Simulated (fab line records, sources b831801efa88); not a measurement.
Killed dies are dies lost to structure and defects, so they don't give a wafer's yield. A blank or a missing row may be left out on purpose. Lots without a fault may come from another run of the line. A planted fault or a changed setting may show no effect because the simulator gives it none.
Chamber matching | flow sfq_line | SFQ_TRILAYER_I4_VIA_ETCH_VIA_ETCH_106 on rie_diel-03: 4 sister chambers
The step etches SiO2 in CHF3, stops on Nb, target depth 260 nm. 4 wafers are shown with their chamber, then 6 later ones without.

WAFERS WITH THEIR CHAMBER
wafer  | chamber | drypump_motor_current_A (A)
L814.6 | 2       | 5.7
L821.1 | 0       | 5.3
L823.5 | 1       | 6.8
L823.6 | 3       | 5.3

WAFERS WITHOUT THEIR CHAMBER
wafer  | drypump_motor_current_A (A)
L824.1 | 5.2
L824.4 | 6.7
L824.6 | 5.7
L828.1 | 6.8
L828.3 | 5.2
L828.5 | 5.2

WHICH CHAMBER EACH WENT THROUGH
wafer  | from the rows above     | in truth
L824.1 | can't be placed: 0 or 3 | 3
L824.4 | 1                       | 1
L824.6 | 2                       | 2
L828.1 | 1                       | 1
L828.3 | can't be placed: 0 or 3 | 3
L828.5 | can't be placed: 0 or 3 | 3
Placed correctly: 3 of 6. Can't be placed from these rows: 3 (the true chamber is among the candidates in 3). Placed wrongly: 0.
How it was worked out, from the rows above alone: a wafer's distance from a chamber is the root of the sum, over the readings, of the square of ((its reading less the chamber's mean) divided by the reading's scatter). The wafer belongs to the nearest chamber; if the next one is less than 2 further off, it can't be placed. A chamber's mean is the mean of its shown wafers. The scatter: with one shown wafer a chamber, the root of the mean of the squares of how far each hidden wafer lies from its nearest shown one.
